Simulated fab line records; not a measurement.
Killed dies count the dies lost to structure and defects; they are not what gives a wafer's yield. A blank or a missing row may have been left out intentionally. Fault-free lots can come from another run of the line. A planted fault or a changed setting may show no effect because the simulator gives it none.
Problem report in the 8D (eight disciplines) form, filled by code + flow gf180mcu + the parts of the form that need people (team, actions taken, sign-off) are left out

1. WHAT IS WRONG
Mean MIM_CVD_05_THK at GF_MIM_THK_MEAS_06: 45.9 nm over 2 wafers in 2 lots; fault-free wafers: 42.1 nm, standard deviation 0.51. That is +7.5 standard deviations from the usual mean.
First seen on wafer L330.4, day 29 01:56, on filmMetro-02. The record holds 39 wafers of 13 lots with a number at this step. Rule for "out", or "out of limits": more than 4 standard deviations from the usual mean. All remaining wafers that have a number are taken as sound.

2. WHAT IT IS, AND WHAT IT ISN'T
| question                    | is                         | is not                                                                                 |
|-----------------------------|----------------------------|----------------------------------------------------------------------------------------|
| which readings at this step | MIM_CVD_05_THK             | -                                                                                      |
| which lots                  | L330, L334                 | L317, L318, L320, L324, L326, L327, L328, L329, L331, L335, L339                       |
| which wafers of those lots  | L330.4, L334.5             | L330.5, L330.6, L334.2, L334.4                                                         |
| read on which gauges        | filmMetro-02, filmMetro-04 | filmMetro-03                                                                           |
| when                        | from day 29 01:56          | up to then (26 sound wafers); but 11 sound wafers of L331, L334, L335, L339 came after |

3. WHAT RULES OUT EACH SUSPECT
Counting: any tool at a process step up to the reading remains a suspect provided it ran every lot that is out. Sound lots after the first of them don't rule it out here, since some wafers of a struck lot are sound.
- the gauge at GF_MIM_THK_MEAS_06: ruled out. The wafers that are out were read on 2 gauges (filmMetro-02, filmMetro-04).
- pecvd-04 at GF_MIM_CVD_05 (deposits Si3N4, target thk 42 nm, time 29.086 s): kept. Ran every lot that is out, first one L330 (day 29 01:53); last sound lot up to then L329 (day 28 18:28).
- At GF_MIM_CVD_05, inside pecvd-04: chamber 0 took the wafers that are out, while their sound lot-mates went through chambers 1, 2.
Remaining after the count: pecvd-04 at GF_MIM_CVD_05.

4. THE CAUSE (what the simulator had put in)
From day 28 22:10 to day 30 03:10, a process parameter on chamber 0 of pecvd-04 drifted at GF_MIM_CVD_05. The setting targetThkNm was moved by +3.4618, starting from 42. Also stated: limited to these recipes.
The count eliminated every tool but this one.

5. THE EFFECT CHAIN, in route order
One row per reading whose mean, taken over the struck wafers that have a number, lies over 3 standard deviations from the usual. Only readings whose record carries a usual standard deviation are examined. hours: median over the lots of the time between each lot's start at the first step of this table that gives one and its start at this step. sigmas: the change, counted in usual standard deviations.
| hours | step               | reading        | usual   | on struck wafers | change | sigmas |
|-------|--------------------|----------------|---------|------------------|--------|--------|
| 0     | GF_MIM_THK_MEAS_06 | MIM_CVD_05_THK | 42.1 nm | 45.9             | +3.8   | +7.5   |

6. WHAT WOULD HAVE CAUGHT IT SOONER
4 hours passed between the start of the fault at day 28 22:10 and the first reading out of limits at a measuring or inspecting step in this record, taken at day 29 01:56.
An alarm limit of 4 standard deviations would not have fired on the tool readings at GF_MIM_CVD_05 for which the record gives a usual standard deviation, since none of them was out on any struck wafer.
Lots out: 2; of these, L334 started GF_MIM_CVD_05 on pecvd-04 after day 29 01:56. A tool hold placed at that time would have kept it from harm.
